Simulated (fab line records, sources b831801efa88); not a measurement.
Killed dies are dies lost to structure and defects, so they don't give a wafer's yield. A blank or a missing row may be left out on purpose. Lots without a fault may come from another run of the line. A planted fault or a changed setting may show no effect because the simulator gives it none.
Which tool did it? | flow gf180mcu | 6 lots, 18 wafers sampled, at 1 step of a route of 602

WHAT THE GAUGES READ, wafer by wafer
GF_HV_LDD_TW_MEAS_11.
lot  | measured     | on            | HV_LDD_TW
L755 | day 10 16:24 | film_metro-02 | 2400 2423 2406
L757 | day 11 08:28 | film_metro-04 | 2434 2446 2440
L762 | day 13 01:32 | film_metro-04 | 2447 2434 2432
L765 | day 14 06:25 | film_metro-04 | 2430 2428 2428
L768 | day 14 22:25 | film_metro-04 | 2419 2417 2426
L774 | day 16 14:16 | film_metro-01 | 2408 2408 2404

WHICH TOOL RAN EACH LOT (tool, then ch and the chambers of the sampled wafers, then the start)
The record holds no process step before these readings.

THE ANSWER, worked out from the rows above alone
Rule: what is usual is taken from the lots themselves. Put in order of their means at a reading, lots are off if they are a third of the lots or fewer, leave a main group of 4 or more, and stand apart from it by a gap of 3 or more times the standard deviation of the main group's means; of several such gaps the widest counts. A main group whose means are all the same, to the digits that the tables above print for the reading, isn't used. A lot without any number at a reading at which 4 lots or more have one is off too. The other lots that the step has rows for count as sound.
No lot is off at any reading shown: from this, nothing can be told.

WHAT THE SIMULATOR HAD PUT IN
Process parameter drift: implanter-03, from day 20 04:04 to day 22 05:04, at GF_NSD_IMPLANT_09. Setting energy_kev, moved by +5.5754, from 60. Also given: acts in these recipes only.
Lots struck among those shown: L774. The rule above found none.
